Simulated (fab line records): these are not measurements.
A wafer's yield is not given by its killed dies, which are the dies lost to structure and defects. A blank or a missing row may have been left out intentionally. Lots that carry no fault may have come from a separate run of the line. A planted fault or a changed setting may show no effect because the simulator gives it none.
A lot that was struck, set against a sound lot :: flow sky130 :: 30 steps out of a route of 708
Sound: wafers L543.1, L543.4, L543.5. Wafers struck: L561.1, L561.3, L561.4. The cause is given at the end.
Order at every step that has rows: each side's tool, ch and its chambers, its first start. Under that, the readings that differ: sound wafers :: struck wafers :: difference of the means :: sigmas: that difference in standard deviations of wafers without a fault.
alike: a reading whose means differ by less than 2 such deviations, as well as words and numbers matching on both sides. not compared: withheld readings; readings where some wafer has no value; bounds like >300 that might hide an equal value; numbers whose values overlap and for which the record gives no deviation.
A row with sigmas, a row that says differs or no value, or rows on one side alone: a step with any of these is where the two part. When numbers do not overlap yet have no deviation, they are printed without sigmas and do not part them. A reading that every wafer of one side lacks parts them only if that side has two wafers or more.

first, 5 steps without rows for these wafers: SKY_SONOS_ONO_COAT_08 (resist thk 1140 nm); SKY_SONOS_ONO_SOFTBAKE_09 (time 60 s); SKY_SONOS_ONO_EXPOSE_10 (exposes mask ONOM, target cd 410 nm); SKY_SONOS_ONO_PEB_11; SKY_SONOS_ONO_DEVELOP_12 (develop time 60 s).
SKY_SONOS_ONO_CD_MEAS_13: target cd 410 nm.
  sound on cd sem-01, day 14 14:20; struck on cd sem-01, day 20 18:48
  alike: cd nm
SKY_SONOS_ONO_OVL_MEAS_14:
  sound on overlay-01, day 14 14:27; struck on overlay-01, day 20 18:55
  alike: SONOS_ONO_OVL
SKY_SONOS_ONO_ETCH_15: etches the open film in CHF3/O2, target depth 19.52 nm, time 7.8 s.
  sound on rie diel-02 ch 1,2,3, day 14 14:29; struck on rie diel-03 ch 0,1,3, day 20 18:58
  alike: drypump motor current A, oes product au, throttle valve pct
  not compared: rf hours counter h
then, 1 step without rows for these wafers: SKY_SONOS_ONO_WET_ETCH_16 (etches SiO2 in dHF, target depth 14 nm, time 271.9 s).
SKY_SONOS_ONO_STRIP_17: strips in O2/N2.
  sound on plasma asher-02 ch 0,1, day 14 14:36; struck on plasma asher-03 ch 0,1, day 20 19:04
  alike: drypump motor current A, oes product au, strip time to endpoint s
  not compared: rf hours counter h
then, 2 steps without rows for these wafers: SKY_SONOS_ONO_WET_ETCH_18 (etches Si3N4 in H3PO4, target depth 15 nm, time 172 s); SKY_GATE_OXIDE_CLEAN_00 (cleans in SC1/SC2, time 150 s).
SKY_GATE_OXIDE_OXIDATION_01: stabilise 600 s, purge 300 s, target thk 10.268 nm.
  sound on furnace-02 ch 0, day 14 15:06; struck on furnace-02 ch 0, day 20 19:17
reading: spike tc bottom C (C)
sound: 919.8 921.1 921.7
struck: 906.0 905.8 907.5
difference: -14.4
sigmas: -12

reading: spike tc centre C (C)
sound: 900.5 899.2 900.5
struck: 885.3 887.0 885.6
difference: -14.1
sigmas: -15

reading: spike tc lower C (C)
sound: 897.7 900.1 897.9
struck: 885.3 886.1 886.4
difference: -12.6
sigmas: -13

reading: spike tc top C (C)
sound: 907.4 907.8 908.6
struck: 894.4 894.9 895.9
difference: -12.9
sigmas: -6

reading: spike tc upper C (C)
sound: 901.6 899.8 899.7
struck: 888.9 888.8 887.1
difference: -12.1
sigmas: -12

reading: tube center temp C (C)
sound: 900 900.1 899.86
struck: 886.67 886.64 886.64
difference: -13.34
sigmas: -99 or more

reading: tube_center_temp_C_max
sound: 901.9 903.2 901.7
struck: 889.0 888.3 888.8
difference: -13.6
sigmas: -39

reading: zone power centre pct (%)
sound: 17.42 17.40 17.54
struck: 17.04 17.01 16.62
difference: -0.56
sigmas: -3

reading: model.SiO2_of_GATE_OXIDE_OXIDATION_01.thk nm (nm)
sound: 10.29 10.26 10.19
struck: 8.682 8.724 8.793
difference: -1.514
sigmas: 
SKY_GATE_OXIDE_THK_MEAS_02:
  sound on film metro-01, day 14 16:31; struck on film metro-02, day 20 20:41
reading: GATE_OXIDE_OXIDATION_00_THK (nm)
sound: 10.34 10.28 10.15
struck: 8.72 8.73 8.76
difference: -1.52
sigmas: -10
then, 7 steps without rows for these wafers: SKY_GATE_OXIDE_DEHYDRATE_03 (time 60 s); SKY_GATE_OXIDE_HMDS_04 (prime time 60 s); SKY_GATE_OXIDE_COAT_05 (resist thk 1140 nm); SKY_GATE_OXIDE_SOFTBAKE_06 (time 60 s); SKY_GATE_OXIDE_EXPOSE_07 (exposes mask LVOM, target cd 600 nm); SKY_GATE_OXIDE_PEB_08; SKY_GATE_OXIDE_DEVELOP_09 (develop time 60 s).
SKY_GATE_OXIDE_OVL_MEAS_10:
  sound on overlay-01, day 15 19:57; struck on overlay-02, day 22 03:57
reading: GATE_OXIDE_OVL (nm)
sound: 1.2 0.9 0.6
struck: -4.2 -2.2 -3.2
difference: -4.1
sigmas: -3
then, 2 steps without rows for these wafers: SKY_GATE_OXIDE_IMPLANT_11; SKY_GATE_OXIDE_WET_ETCH_12 (etches SiO2 in dHF, target depth 16.8 nm, time 336 s).
SKY_GATE_OXIDE_STRIP_13: strips in O2/N2.
  sound on plasma asher-02 ch 0,1, day 15 20:14; struck on plasma asher-01 ch 0,1, day 22 04:14
  alike: drypump motor current A, oes product au, strip time to endpoint s
  not compared: rf hours counter h
SKY_GATE_OXIDE_TW_MEAS_14:
  sound on film metro-02, day 15 20:20; struck on film metro-01, day 22 04:20
  alike: GATE_OXIDE_TW
then, 1 step without rows for these wafers: SKY_GATE_OXIDE_CLEAN_15 (cleans in SC1/SC2, time 150 s).
SKY_GATE_OXIDE_OXIDATION_16: stabilise 600 s, purge 300 s, target thk 3.57 nm.
  sound on furnace-01 ch 0, day 15 21:03; struck on furnace-02 ch 0, day 22 04:27
reading: model.SiO2_of_GATE_OXIDE_OXIDATION_01.thk nm (nm)
sound: 11.64 11.61 11.53
struck: 10.15 10.21 10.23
difference: -1.40
sigmas: 
  alike: spike tc bottom C, spike tc centre C, spike tc lower C, spike tc top C, spike tc upper C, tube center temp C, tube_center_temp_C_max, zone power centre pct
then, 1 step without rows for these wafers: SKY_POLY_GATE_CVD_00 (deposits poly-Si, target thk 180 nm, time 720 s).
-- record jumps: 29 days separate the struck wafers' starts on either side; left off in module POLY_GATE, taken up again in module PAD_OPEN, whose first shown step is the route's number 708 --
SKY_PAD_OPEN_PROBE_99:
  sound on prober-02, day 47 23:48; struck on prober-02, day 51 15:01
reading: model.etest.nfet_16v.r on ohm um
sound: 1.42e+04 1.42e+04 1.426e+04
struck: 1.341e+04 1.34e+04 1.333e+04
difference: -8.400e+02
sigmas: 

reading: model.etest.pfet g5v0d10v5.r on ohm um
sound: 4697 4760 4807
struck: 4470 4499 4486
difference: -270
sigmas: 

reading: model.etest.tip sonos.rs ohm sq
sound: 2656 2661 2634
struck: 2291 2332 2333
difference: -332
sigmas: 

reading: model.etest.nfet g5v0d10v5.r on ohm um
sound: 1876 1874 1892
struck: 1752 1764 1735
difference: -130
sigmas: 

reading: model.etest.nfet g5v0d10v5.drive ua um
sound: 608.9 604.7 611
struck: 684.7 690.9 686.5
difference: +79.2
sigmas: 

reading: model.etest.nfet_05v0_nvt.drive ua um
sound: 581.9 578.1 584.4
struck: 644.9 648.2 642.7
difference: +63.8
sigmas: 

reading: model.etest.pfet g5v0d10v5.drive ua um
sound: 345 341.6 338.2
struck: 372.5 371.6 372.3
difference: +30.5
sigmas: 

reading: model.etest.nfet_16v.drive ua um
sound: 222.4 220.3 222.9
struck: 251.5 250.5 248.5
difference: +28.3
sigmas: 
  alike: killed_at_M0_to_M3, killed_at_M4_up, killed at contacts, killed at front end, killed at other, killed dies, killed open, killed short

== WHERE THEY PART ==
First at SKY_GATE_OXIDE_OXIDATION_01; last, within this record, at SKY_GATE_OXIDE_OVL_MEAS_10. Later steps at which nothing parts them and some readings are alike: SKY_GATE_OXIDE_STRIP_13, SKY_GATE_OXIDE_TW_MEAS_14, SKY_GATE_OXIDE_OXIDATION_16, SKY_PAD_OPEN_PROBE_99.

WHY: the cause the simulator had injected
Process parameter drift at SKY_GATE_OXIDE_OXIDATION_01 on furnace-02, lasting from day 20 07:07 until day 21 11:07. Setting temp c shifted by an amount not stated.
